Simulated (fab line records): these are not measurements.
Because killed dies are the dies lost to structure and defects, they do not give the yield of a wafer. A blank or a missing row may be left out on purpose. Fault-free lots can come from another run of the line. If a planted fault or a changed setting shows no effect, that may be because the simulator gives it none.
fab line records	flow sky130
[record] lots = 11	wafers = 33	lastDay = 50
route steps=708 shown CAPM@540 METAL3@559 PAD_OPEN@708
lots untouched by any fault: they come from a run of this same line in which no faults occurred
startH: hours from the record's first day to the start of the lot's first wafer shown	waitH: hours elapsed since this lot's preceding step	" same as the row above	L1.1+2: one row covering several wafers at once	- no value present, or no start provided	* or withheld: withheld	< > ~ a bound
route shown NAME@n: a module of which the file shows steps, and the number in the route of the first	usual: mean and standard deviation over wafers with no fault	same: alike in all rows	chamber/n: place in a boat	sites: readings site by site	_std_site: how widely they spread, as a standard deviation	_edge_site: inner sites' mean taken away from outer sites' mean	radiusMm: how far each site lies from the wafer's centre	mask NAME#n: copy n	behind: tool/chamber where the wafer was last shaped	hold: what put the lot on hold/how long, in hours/how the hold closed	device: names the non-switching transistor (n, p or np)	end of line: the same wafers' tests at the end of the route	a step without rows: its recipe alone	killed: not the wafer's yield, but the dies lost to structure and defects at the first sort	map: a wafer's dies, marking killed ones x, the rest . and places with no die _
set.NAME: the setting the step ran with; set.NAME@STEP: the setting that earlier step ran with	model.NAME: the simulator's own value behind a step, which no gauge read
one table for each step of the route and one row for each wafer, over a sample of lots
services: a tool's chamber out of use, with start hour (startH, from the record's first day; less than 0 if before it), hours out, and reason
[[steps]]
[step SKY_CAPM_RS_MEAS_03]
[recipe] thkMeasGauge = four-point-probe	reads = TiN_of_CAPM_SPUTTER_02
[usual] CAPM_TIN_RS = 6.91/0.062
lot.wafer	tool	chamber	startH	waitH	CAPM_TIN_RS[ohm/sq]
L136.1	filmMetro-04	-	865.11	0.1	6.89
L136.3	"	-	"	"	6.91
L136.5	"	-	"	"	6.99
L137.3	filmMetro-02	-	870.81	0.1	6.86
L137.4	"	-	"	"	6.89
L137.6	"	-	"	"	6.82
L138.1	filmMetro-03	-	872.35	0.1	6.97
L138.5	"	-	"	"	6.85
L138.6	"	-	"	"	6.98
L140.3	filmMetro-03	-	889.17	0.1	6.81
L140.4	"	-	"	"	6.91
L140.5	"	-	"	"	6.96
L143.2	filmMetro-02	-	915.16	0.1	6.90
L143.4	"	-	"	"	6.82
L143.6	"	-	"	"	6.94
L146.1	filmMetro-03	-	927.71	0.1	6.96
L146.2	"	-	"	"	6.88
L146.6	"	-	"	"	6.85
L150.4	filmMetro-02	-	963.02	0.1	6.83
L150.5	"	-	"	"	6.87
L150.6	"	-	"	"	6.91
L152.1	filmMetro-02	-	971.62	0.1	6.99
L152.2	"	-	"	"	6.87
L152.3	"	-	"	"	6.85
L156.1	filmMetro-03	-	997.16	0.1	6.96
L156.2	"	-	"	"	6.88
L156.5	"	-	"	"	6.95
L157.3	filmMetro-04	-	1004.64	0.1	6.95
L157.4	"	-	"	"	6.90
L157.6	"	-	"	"	6.84
L158.1	filmMetro-04	-	1009.31	0.1	6.82
L158.3	"	-	"	"	6.86
L158.5	"	-	"	"	6.85
[step SKY_CAPM_METAL_ETCH_13]
[recipe] targetDepthNm = 220	stopOn = SiO2	chemistry = Cl2/BCl3	target = TiN	pressureMtorr = 10	icpW = 900	biasW = 48.5	Cl2_flow_sccm = 60	bcl3FlowSccm = 30	timeS = 62.9
[usual] bcl3FlowSccm = 30.00/0.093	drypumpMotorCurrentA = 5.8/0.6	oesProductAu = 0.942/0.0068	throttleValvePct = 21.901/0.0082
[same] timeS = 62.9
lot.wafer	tool	chamber	startH	waitH	bcl3FlowSccm	drypumpMotorCurrentA	oesProductAu	rfHoursCounterH	throttleValvePct
L136.1	rieMetal-01	1	891.31	0.0	30.00	6.3	0.942	8	21.898
L136.3	"	0	"	"	29.98	5.8	0.943	-	21.904
L136.5	"	0	"	"	30.09	5.8	0.928	-	21.903
L137.3	rieMetal-01	0	895.95	0.0	30.12	5.8	0.947	-	21.894
L137.4	"	1	"	"	30.15	6.4	0.942	-	21.903
L137.6	"	0	"	"	30.11	5.8	0.944	-	21.904
L138.1	rieMetal-04	0	898.21	0.0	29.97	6.5	0.945	8	21.900
L138.5	"	1	"	"	29.81	5.3	0.949	-	21.913
L138.6	"	0	"	"	29.78	6.5	0.938	-	21.889
L140.3	rieMetal-02	1	914.55	0.0	30.08	4.7	0.947	-	21.903
L140.4	"	0	"	"	30.14	5.9	0.937	-	21.910
L140.5	"	1	"	"	30.00	4.7	0.943	-	21.902
L143.2	rieMetal-04	1	939.53	0.0	30.00	5.3	0.947	7	21.893
L143.4	"	0	"	"	29.91	6.5	0.942	-	21.893
L143.6	"	0	"	"	30.01	6.4	0.930	-	21.898
L146.1	rieMetal-04	1	951.96	0.0	29.91	5.3	0.941	7	21.907
L146.2	"	0	"	"	29.99	6.5	0.937	11	21.890
L146.6	"	0	"	"	30.06	6.4	0.940	-	21.893
L150.4	rieMetal-04	1	986.35	0.0	30.09	5.3	0.947	-	21.905
L150.5	"	1	"	"	29.99	5.3	0.942	-	21.904
L150.6	"	0	"	"	29.97	6.4	0.940	-	21.892
L152.1	rieMetal-04	1	995.88	0.0	29.89	5.3	0.942	9	21.909
L152.2	"	0	"	"	30.10	6.5	0.951	13	21.893
L152.3	"	0	"	"	29.99	6.5	0.944	-	21.906
L156.1	rieMetal-04	1	1019.96	0.0	30.07	5.3	0.934	11	21.905
L156.2	"	0	"	"	29.96	6.4	0.943	14	21.893
L156.5	"	1	"	"	30.16	5.3	0.945	-	21.891
L157.3	rieMetal-01	0	1027.29	0.0	29.84	5.8	0.934	-	21.901
L157.4	"	1	"	"	29.95	6.4	0.941	-	21.899
L157.6	"	1	"	"	29.76	6.4	0.948	-	21.906
L158.1	rieMetal-01	1	1031.61	0.0	30.03	6.4	0.953	16	21.906
L158.3	"	1	"	"	29.98	6.4	0.941	-	21.911
L158.5	"	0	"	"	29.99	5.8	0.945	-	21.895
[step SKY_METAL3_SOFTBAKE_09]
[recipe] tempC = 100	timeS = 90	resist = KrF-thick
[usual] heaterPowerTotalW = 57.36/0.12	plateTempC = 99.98/0.12
[same] timeS = 90
lot.wafer	tool	chamber	startH	waitH	heaterPowerTotalW	plateTempC
L136.1	lithoTrack-03	0	904	-	57.27	99.92
L136.3	"	0	"	"	57.13	99.98
L136.5	"	0	"	"	57.37	99.86
L137.3	lithoTrack-04	0	909	-	57.19	99.96
L137.4	"	0	"	"	57.33	100.15
L137.6	"	0	"	"	57.24	100.18
L138.1	lithoTrack-01	0	911	-	57.55	99.83
L138.5	"	0	"	"	57.24	99.94
L138.6	"	0	"	"	57.41	100.03
L140.3	lithoTrack-04	0	926	-	57.34	100.07
L140.4	"	0	"	"	57.27	100.05
L140.5	"	0	"	"	57.43	100.20
L143.2	lithoTrack-04	0	951	-	58.94	101.88
L143.4	"	0	"	"	58.58	101.81
L143.6	"	0	"	"	58.79	101.82
L146.1	lithoTrack-04	0	965	-	58.92	101.83
L146.2	"	0	"	"	58.85	101.79
L146.6	"	0	"	"	58.72	101.70
L150.4	lithoTrack-01	0	999	-	57.47	99.80
L150.5	"	0	"	"	57.17	100.01
L150.6	"	0	"	"	57.25	100.01
L152.1	lithoTrack-03	0	1008	-	57.29	100.08
L152.2	"	0	"	"	57.56	100.05
L152.3	"	0	"	"	57.25	100.23
L156.1	lithoTrack-01	0	1032	-	57.54	100.10
L156.2	"	0	"	"	57.27	100.13
L156.5	"	0	"	"	57.42	99.92
L157.3	lithoTrack-04	0	1039	-	57.22	99.78
L157.4	"	0	"	"	57.46	99.96
L157.6	"	0	1040	-	57.43	99.98
L158.1	lithoTrack-04	0	1043	-	57.53	99.77
L158.3	"	0	"	"	57.48	99.93
L158.5	"	0	"	"	57.24	99.83
[step SKY_METAL3_METAL_ETCH_18]
[recipe] targetDepthA = 8450	stopOn = SiO2	overEtchFrac = 0.3	timeS = 183.1	chemistry = Cl2/BCl3	resistSidewallDeg = 88	pressureMtorr = 10	icpW = 900	biasW = 48.5	Cl2_flow_sccm = 60	bcl3FlowSccm = 30
[usual] bcl3FlowSccm = 30.01/0.087	drypumpMotorCurrentA = 5.7/0.51	oesProductAu = 0.865/0.0065	throttleValvePct = 22.265/0.0095
[same] timeS = 183.1
lot.wafer	tool	chamber	startH	waitH	bcl3FlowSccm	drypumpMotorCurrentA	oesProductAu	rfHoursCounterH	throttleValvePct
L136.1	rieMetal-01	0	917.49	0.0	30.13	5.8	0.872	12	22.266
L136.3	"	0	"	"	30.08	5.8	0.871	-	22.263
L136.5	"	1	"	"	29.96	6.4	0.870	-	22.262
L137.3	rieMetal-03	1	922.00	0.1	29.87	5.9	0.866	-	22.266
L137.4	"	0	"	"	29.96	5.2	0.854	-	22.265
L137.6	"	1	"	"	30.01	5.9	0.869	-	22.274
L138.1	rieMetal-03	0	924.03	0.0	30.04	5.2	0.870	2	22.279
L138.5	"	1	"	"	30.02	5.9	0.877	-	22.266
L138.6	"	0	"	"	29.92	5.2	0.866	-	22.252
L140.3	rieMetal-02	0	939.40	0.1	30.05	5.9	0.870	-	22.273
L140.4	"	1	"	"	29.89	4.7	0.870	-	22.251
L140.5	"	0	"	"	29.92	5.8	0.870	-	22.285
L143.2	rieMetal-03	0	964.70	0.1	29.92	5.2	0.863	-	22.265
L143.4	"	0	"	"	30.01	5.2	0.877	-	22.261
L143.6	"	0	"	"	30.07	5.2	0.870	-	22.251
L146.1	rieMetal-01	0	977.08	0.0	30.16	5.8	0.870	15	22.272
L146.2	"	1	"	"	29.90	6.4	0.860	13	22.248
L146.6	"	1	"	"	29.86	6.4	0.855	-	22.269
L150.4	rieMetal-03	1	1011.15	0.1	29.92	5.9	0.868	-	22.263
L150.5	"	1	"	"	30.02	6.0	0.870	-	22.253
L150.6	"	0	"	"	30.00	5.2	0.865	-	22.269
L152.1	rieMetal-03	1	1019.64	0.0	30.08	5.9	0.863	2	22.256
L152.2	"	0	"	"	29.99	5.2	0.862	8	22.251
L152.3	"	1	"	"	30.06	5.9	0.859	-	22.256
L156.1	rieMetal-01	1	1044.18	0.0	30.02	6.4	0.865	17	22.258
L156.2	"	0	"	"	29.96	5.8	0.868	19	22.266
L156.5	"	0	"	"	29.97	5.8	0.869	-	22.280
L157.3	rieMetal-01	1	1050.45	0.1	29.84	6.4	0.879	-	22.250
L157.4	"	0	"	"	30.05	5.8	0.857	-	22.264
L157.6	"	1	"	"	29.91	6.4	0.878	-	22.287
L158.1	rieMetal-03	1	1054.99	0.0	29.95	5.9	0.867	5	22.251
L158.3	"	0	"	"	29.96	5.2	0.873	-	22.262
L158.5	"	1	"	"	29.97	5.9	0.867	-	22.254
[step SKY_PAD_OPEN_PROBE_99]
[usual] defectLimitedYield = 82.3/2	killed_at_M0_to_M3 = 44/7	killed_at_M4_up = 3.1/1.8	killedAtContacts = 25/5.1	killedAtFrontEnd = 15/4.3	killedAtOther = 0.3/0.61	killedDies = 87/9.8	killedOpen = 48/7	killedShort = 38/6.3	sort_bin_3_pad_short = 0.9/0.39	sort_bin_5_function = 10.3/1.5	sort_bin_6_memory = 6.5/1.2	sortNPass = 405/9.8	sortYieldPct = 82.3/2
[same] grossDies = 492	killedAtBackSide = 0	sort_bin_4_leakage[%] = 0	sort_bin_8_speed[%] = 0
lot.wafer	tool	chamber	startH	waitH	defectLimitedYield[%]	killed_at_M0_to_M3	killed_at_M4_up	killedAtContacts	killedAtFrontEnd	killedAtOther	killedDies	killedOpen	killedShort	sort_bin_3_pad_short[%]	sort_bin_5_function[%]	sort_bin_6_memory[%]	sortNPass	sortYieldPct[%]
L136.1	prober-01	-	1090.00	0.1	79.3	55	4	28	15	0	102	59	43	0.6	13.6	6.5	390	79.3
L136.3	prober-01	-	1090.10	0.2	80.7	50	5	23	17	0	95	54	41	1.2	9.1	8.9	397	80.7
L136.5	prober-01	-	1090.20	0.2	81.9	42	2	26	19	0	89	42	47	1.2	9.3	7.5	403	81.9
L137.3	prober-02	-	1091.94	0.2	82.7	49	1	26	9	0	85	49	36	1.0	9.6	6.7	407	82.7
L137.4	prober-02	-	1091.99	0.2	84.3	33	4	29	11	0	77	41	35	0	9.8	5.9	415	84.3
L137.6	prober-02	-	1092.09	0.2	85.4	36	2	18	16	0	72	37	35	1.0	8.1	5.5	420	85.4
L138.1	prober-01	-	1093.39	0.1	77.2	63	1	22	23	3	112	61	50	1.4	14.4	6.9	380	77.2
L138.5	prober-01	-	1093.59	0.2	81.7	34	3	28	24	1	90	46	43	1.4	9.6	7.3	402	81.7
L138.6	prober-01	-	1093.64	0.2	84.6	42	3	24	6	1	76	50	26	0.2	10.0	5.3	416	84.6
L140.3	prober-01	-	1105.71	0.2	81.7	45	2	30	13	0	90	45	45	0.6	9.8	7.9	402	81.7
L140.4	prober-01	-	1105.76	0.2	85.8	33	4	17	16	0	70	40	30	0.8	7.7	5.7	422	85.8
L140.5	prober-01	-	1105.81	0.2	82.3	41	3	29	14	0	87	49	37	1.0	11.8	4.9	405	82.3
L143.2	prober-02	-	1127.79	0.1	82.5	36	4	23	23	0	86	46	40	0.2	11.0	6.3	406	82.5
L143.4	prober-02	-	1127.89	0.2	80.1	51	5	23	18	1	98	61	37	1.0	12.8	6.1	394	80.1
L143.6	prober-02	-	1127.99	0.2	82.1	34	4	28	22	0	88	45	43	0.8	9.8	7.3	404	82.1
L146.1	prober-01	-	1138.25	0.1	79.1	51	5	30	17	0	103	58	44	1.2	12.6	7.1	389	79.1
L146.2	prober-01	-	1138.30	0.1	82.1	43	6	23	16	0	88	48	39	1.2	10.4	6.3	404	82.1
L146.6	prober-01	-	1138.50	0.2	81.5	42	4	31	14	0	91	52	38	0.4	10.0	8.1	401	81.5
L150.4	prober-01	-	1163.19	0.2	82.1	42	3	30	12	1	88	45	43	0.8	9.6	7.5	404	82.1
L150.5	prober-01	-	1163.24	0.2	82.5	40	3	29	14	0	86	54	32	1.0	9.3	7.1	406	82.5
L150.6	prober-01	-	1163.29	0.2	81.7	52	1	30	7	0	90	56	34	0.8	12.6	4.9	402	81.7
L152.1	prober-01	-	1170.74	0.1	82.7	36	1	31	17	0	85	41	43	0.6	10.4	6.3	407	82.7
L152.2	prober-01	-	1170.79	0.1	80.1	44	6	25	22	1	98	54	44	1.6	10.6	7.7	394	80.1
L152.3	prober-01	-	1170.84	0.2	80.9	48	2	25	19	0	94	54	39	1.2	10.2	7.7	398	80.9
L156.1	prober-01	-	1189.62	0.1	87.0	40	5	14	5	0	64	35	29	0	7.7	5.3	428	87.0
L156.2	prober-01	-	1189.67	0.1	81.7	50	2	19	19	0	90	47	43	0.8	11.6	5.9	402	81.7
L156.5	prober-01	-	1189.82	0.2	80.9	46	8	25	15	0	94	52	42	0.6	11.0	7.5	398	80.9
L157.3	prober-02	-	1193.79	0.2	78.7	58	3	27	17	0	105	54	50	0.8	11.6	8.9	387	78.7
L157.4	prober-02	-	1193.84	0.2	84.6	41	2	22	11	0	76	44	32	1.4	9.6	4.5	416	84.6
L157.6	prober-02	-	1193.94	0.2	82.3	52	5	21	9	0	87	60	27	0.4	10.0	7.3	405	82.3
L158.1	prober-01	-	1196.04	0.1	80.3	48	3	29	16	1	97	53	44	0.8	12.4	6.5	395	80.3
L158.3	prober-01	-	1196.14	0.2	79.7	47	4	34	15	0	100	58	40	0.6	11.8	7.9	392	79.7
L158.5	prober-01	-	1196.24	0.2	84.6	35	5	24	12	0	76	45	30	0.6	7.9	6.9	416	84.6
// killed by level:class
L136.1 VIA1:geometricParticle:open=14 METAL1:geometricParticle:short=10 CONTACT:geometricParticle:open=9 LI_CONTACT:geometricParticle:open=8 VIA3:geometricParticle:open=8 VIA2:geometricParticle:open=7 FIELD_ISO:geometricParticle:open=5 FIELD_ISO:geometricParticle:short=4
L136.3 VIA1:geometricParticle:open=19 METAL1:geometricParticle:short=9 LI_CONTACT:geometricParticle:open=8 CONTACT:geometricParticle:open=8 FIELD_ISO:geometricParticle:open=7 CONTACT:geometricParticle:short=6 VIA1:geometricParticle:short=6 METAL2:geometricParticle:short=6
L136.5 VIA3:geometricParticle:open=8 VIA1:geometricParticle:open=8 POLY_GATE:geometricParticle:open=7 LI_CONTACT:geometricParticle:short=7 CONTACT:geometricParticle:open=6 CONTACT:geometricParticle:short=6 VIA1:geometricParticle:short=5 POLY_GATE:geometricParticle:short=4
L137.3 LI_CONTACT:geometricParticle:open=12 VIA1:geometricParticle:open=12 METAL2:geometricParticle:short=6 VIA2:geometricParticle:open=6 VIA3:geometricParticle:open=6 LOCAL_INTERCONNECT:geometricParticle:short=5 VIA3:geometricParticle:short=5 POLY_GATE:geometricParticle:open=4
L137.4 LOCAL_INTERCONNECT:geometricParticle:short=8 VIA1:geometricParticle:open=7 LI_CONTACT:geometricParticle:open=6 CONTACT:geometricParticle:open=6 VIA2:geometricParticle:open=5 VIA3:geometricParticle:open=5 METAL1:geometricParticle:open=4 METAL1:geometricParticle:short=4
L137.6 VIA1:geometricParticle:open=11 LI_CONTACT:geometricParticle:open=7 FIELD_ISO:geometricParticle:short=6 METAL1:geometricParticle:short=4 METAL2:geometricParticle:short=4 VIA3:geometricParticle:open=4 LOCAL_INTERCONNECT:geometricParticle:open=3 POLY_GATE:geometricParticle:short=3
L138.1 VIA1:geometricParticle:open=12 VIA3:geometricParticle:open=9 LI_CONTACT:geometricParticle:open=8 METAL1:geometricParticle:short=8 CONTACT:geometricParticle:open=7 VIA2:geometricParticle:open=7 POLY_GATE:geometricParticle:short=6 METAL3:geometricParticle:short=6
L138.5 CONTACT:geometricParticle:open=9 METAL1:geometricParticle:short=7 VIA1:geometricParticle:open=7 FIELD_ISO:geometricParticle:short=6 LI_CONTACT:geometricParticle:open=6 LOCAL_INTERCONNECT:geometricParticle:short=6 FIELD_ISO:geometricParticle:open=5 VIA3:geometricParticle:open=5
L138.6 CONTACT:geometricParticle:open=12 VIA1:geometricParticle:open=11 VIA3:geometricParticle:open=9 LI_CONTACT:geometricParticle:open=6 VIA2:geometricParticle:open=5 FIELD_ISO:geometricParticle:short=3 LOCAL_INTERCONNECT:geometricParticle:short=3 METAL2:geometricParticle:open=3
L140.3 CONTACT:geometricParticle:open=13 METAL2:geometricParticle:short=9 VIA2:geometricParticle:open=7 FIELD_ISO:geometricParticle:short=6 VIA3:geometricParticle:open=6 CONTACT:geometricParticle:short=6 VIA1:geometricParticle:short=6 VIA1:geometricParticle:open=6
L140.4 VIA1:geometricParticle:open=7 CONTACT:geometricParticle:open=6 VIA3:geometricParticle:open=6 FIELD_ISO:geometricParticle:open=5 VIA3:geometricParticle:short=5 LI_CONTACT:geometricParticle:open=4 SPACER:geometricParticle:open=3 LOCAL_INTERCONNECT:geometricParticle:short=3
L140.5 CONTACT:geometricParticle:open=10 VIA1:geometricParticle:open=10 LOCAL_INTERCONNECT:geometricParticle:short=9 VIA3:geometricParticle:open=8 METAL2:geometricParticle:short=7 FIELD_ISO:geometricParticle:open=5 LI_CONTACT:geometricParticle:open=5 VIA1:geometricParticle:short=4
L143.2 VIA1:geometricParticle:open=11 CONTACT:geometricParticle:open=9 FIELD_ISO:geometricParticle:short=6 FIELD_ISO:geometricParticle:open=5 LI_CONTACT:geometricParticle:open=5 METAL1:geometricParticle:short=5 METAL2:geometricParticle:short=5 CONTACT:geometricParticle:short=4
L143.4 VIA1:geometricParticle:open=16 CONTACT:geometricParticle:open=12 VIA2:geometricParticle:open=7 VIA3:geometricParticle:open=6 FIELD_ISO:geometricParticle:open=5 LI_CONTACT:geometricParticle:open=5 METAL1:geometricParticle:short=5 VIA1:geometricParticle:short=4
L143.6 CONTACT:geometricParticle:open=9 VIA1:geometricParticle:open=9 LOCAL_INTERCONNECT:geometricParticle:short=6 FIELD_ISO:geometricParticle:short=5 POLY_GATE:geometricParticle:short=5 VIA2:geometricParticle:open=5 FIELD_ISO:geometricParticle:open=4 LI_CONTACT:geometricParticle:short=4
L146.1 VIA1:geometricParticle:open=14 CONTACT:geometricParticle:open=11 LI_CONTACT:geometricParticle:open=8 VIA2:geometricParticle:open=6 LI_CONTACT:geometricParticle:short=5 VIA2:geometricParticle:short=5 FIELD_ISO:geometricParticle:open=4 METAL1:geometricParticle:short=4
L146.2 CONTACT:geometricParticle:open=14 VIA1:geometricParticle:open=10 VIA3:geometricParticle:open=6 METAL1:geometricParticle:short=5 VIA2:geometricParticle:open=5 FIELD_ISO:geometricParticle:short=4 POLY_GATE:geometricParticle:open=4 METAL4:geometricParticle:short=4
L146.6 VIA1:geometricParticle:open=12 LI_CONTACT:geometricParticle:open=10 VIA2:geometricParticle:open=8 CONTACT:geometricParticle:open=7 CONTACT:geometricParticle:short=6 VIA3:geometricParticle:open=4 FIELD_ISO:geometricParticle:open=4 VIA1:geometricParticle:short=4
L150.4 CONTACT:geometricParticle:open=14 VIA1:geometricParticle:open=11 CONTACT:geometricParticle:short=7 VIA1:geometricParticle:short=7 FIELD_ISO:geometricParticle:short=5 METAL3:geometricParticle:short=5 LI_CONTACT:geometricParticle:open=4 METAL2:geometricParticle:short=4
L150.5 CONTACT:geometricParticle:open=16 VIA1:geometricParticle:open=11 METAL2:geometricParticle:short=7 FIELD_ISO:geometricParticle:open=6 POLY_GATE:geometricParticle:open=5 CONTACT:geometricParticle:short=5 LI_CONTACT:geometricParticle:open=4 VIA2:geometricParticle:open=4
L150.6 VIA1:geometricParticle:open=14 LI_CONTACT:geometricParticle:open=13 VIA3:geometricParticle:open=9 CONTACT:geometricParticle:open=9 METAL2:geometricParticle:short=7 VIA2:geometricParticle:open=6 LI_CONTACT:geometricParticle:short=5 VIA1:geometricParticle:short=4
L152.1 CONTACT:geometricParticle:open=13 CONTACT:geometricParticle:short=7 VIA2:geometricParticle:open=6 LI_CONTACT:geometricParticle:open=5 METAL1:geometricParticle:short=5 POLY_GATE:geometricParticle:short=5 VIA1:geometricParticle:open=5 METAL3:geometricParticle:short=5
L152.2 FIELD_ISO:geometricParticle:open=9 VIA2:geometricParticle:open=8 LI_CONTACT:geometricParticle:open=7 VIA3:geometricParticle:open=7 POLY_GATE:geometricParticle:open=6 LOCAL_INTERCONNECT:geometricParticle:short=6 VIA1:geometricParticle:open=6 CONTACT:geometricParticle:open=5
L152.3 VIA1:geometricParticle:open=13 VIA2:geometricParticle:open=10 FIELD_ISO:geometricParticle:short=7 LOCAL_INTERCONNECT:geometricParticle:short=6 CONTACT:geometricParticle:open=6 VIA3:geometricParticle:open=6 LI_CONTACT:geometricParticle:open=5 METAL2:geometricParticle:short=5
L156.1 VIA1:geometricParticle:open=13 METAL2:geometricParticle:short=10 LI_CONTACT:geometricParticle:open=8 VIA3:geometricParticle:open=7 METAL4:geometricParticle:short=4 POLY_GATE:geometricParticle:open=3 METAL1:geometricParticle:short=3 POLY_GATE:geometricParticle:short=2
L156.2 VIA1:geometricParticle:open=11 VIA3:geometricParticle:open=8 FIELD_ISO:geometricParticle:open=7 VIA1:geometricParticle:short=7 CONTACT:geometricParticle:open=6 METAL2:geometricParticle:short=5 CONTACT:geometricParticle:short=4 METAL1:geometricParticle:short=4
L156.5 VIA1:geometricParticle:open=10 CONTACT:geometricParticle:open=9 LI_CONTACT:geometricParticle:open=8 METAL2:geometricParticle:short=7 VIA3:geometricParticle:open=7 VIA2:geometricParticle:open=5 METAL4:geometricParticle:short=5 FIELD_ISO:geometricParticle:open=4
L157.3 VIA1:geometricParticle:open=16 METAL1:geometricParticle:short=10 VIA3:geometricParticle:open=9 CONTACT:geometricParticle:open=8 LI_CONTACT:geometricParticle:open=7 FIELD_ISO:geometricParticle:short=5 LI_CONTACT:geometricParticle:short=4 CONTACT:geometricParticle:short=4
L157.4 VIA1:geometricParticle:open=14 CONTACT:geometricParticle:open=8 LI_CONTACT:geometricParticle:open=7 VIA3:geometricParticle:open=6 VIA1:geometricParticle:short=5 POLY_GATE:geometricParticle:short=3 LOCAL_INTERCONNECT:geometricParticle:short=3 VIA3:geometricParticle:short=3
L157.6 VIA1:geometricParticle:open=15 VIA2:geometricParticle:open=13 VIA3:geometricParticle:open=10 CONTACT:geometricParticle:open=9 LI_CONTACT:geometricParticle:open=5 VIA1:geometricParticle:short=4 CONTACT:geometricParticle:short=3 METAL4:geometricParticle:short=3
L158.1 LI_CONTACT:geometricParticle:open=11 VIA1:geometricParticle:open=11 CONTACT:geometricParticle:open=10 VIA2:geometricParticle:open=9 METAL3:geometricParticle:short=8 FIELD_ISO:geometricParticle:short=5 POLY_GATE:geometricParticle:short=5 VIA3:geometricParticle:short=5
L158.3 LI_CONTACT:geometricParticle:open=14 VIA2:geometricParticle:open=10 VIA3:geometricParticle:open=9 METAL1:geometricParticle:short=7 VIA1:geometricParticle:open=7 FIELD_ISO:geometricParticle:open=5 LOCAL_INTERCONNECT:geometricParticle:short=5 CONTACT:geometricParticle:open=5
L158.5 LI_CONTACT:geometricParticle:open=8 VIA2:geometricParticle:open=8 CONTACT:geometricParticle:short=6 CONTACT:geometricParticle:open=6 VIA1:geometricParticle:open=6 METAL1:geometricParticle:short=5 POLY_GATE:geometricParticle:open=4 POLY_GATE:geometricParticle:short=3
[[services]]
tool	chamber	startH	hours	kind
rieMetal-03	-	893.04	2.8	pm
rieMetal-04	1	900.10	15.6	repair
rieMetal-02	-	902.56	4.7	repair
rieMetal-03	1	959.14	-	clean
rieMetal-03	1	959.14	17.3	scheduledDown
rieMetal-03	1	959.14	17.3	ventCycle
rieMetal-02	0	1053.35	1.3	repair
[[key]]
[firstSign] step = SKY_METAL3_SOFTBAKE_09	reading = plateTempC	direction = up	sigmas = 15	usual = *	struck = *
[effect] step = SKY_METAL3_SOFTBAKE_09	reading = heaterPowerTotalW	direction = up	sigmas = 12	usual = *	struck = *
metAt SKY_METAL3_SOFTBAKE_09
struckLots L143,L146
[loopTrim] step = SKY_METAL3_EXPOSE_10	setting = dose	lots = L146
notActingAt SKY_CAPM_RS_MEAS_03,SKY_CAPM_METAL_ETCH_13,SKY_METAL3_METAL_ETCH_18
onsetBetween 926 951
[fault] kind = processParameterDrift	tool = lithoTrack-04	chamber = -	onsetH = 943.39	steps = SKY_METAL3_SOFTBAKE_09	channel = tempC	offset = *	shape = step	endH = 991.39	actsIn = *	stated = *
// loopTrim: a control loop set the setting to another value than it would have without faults
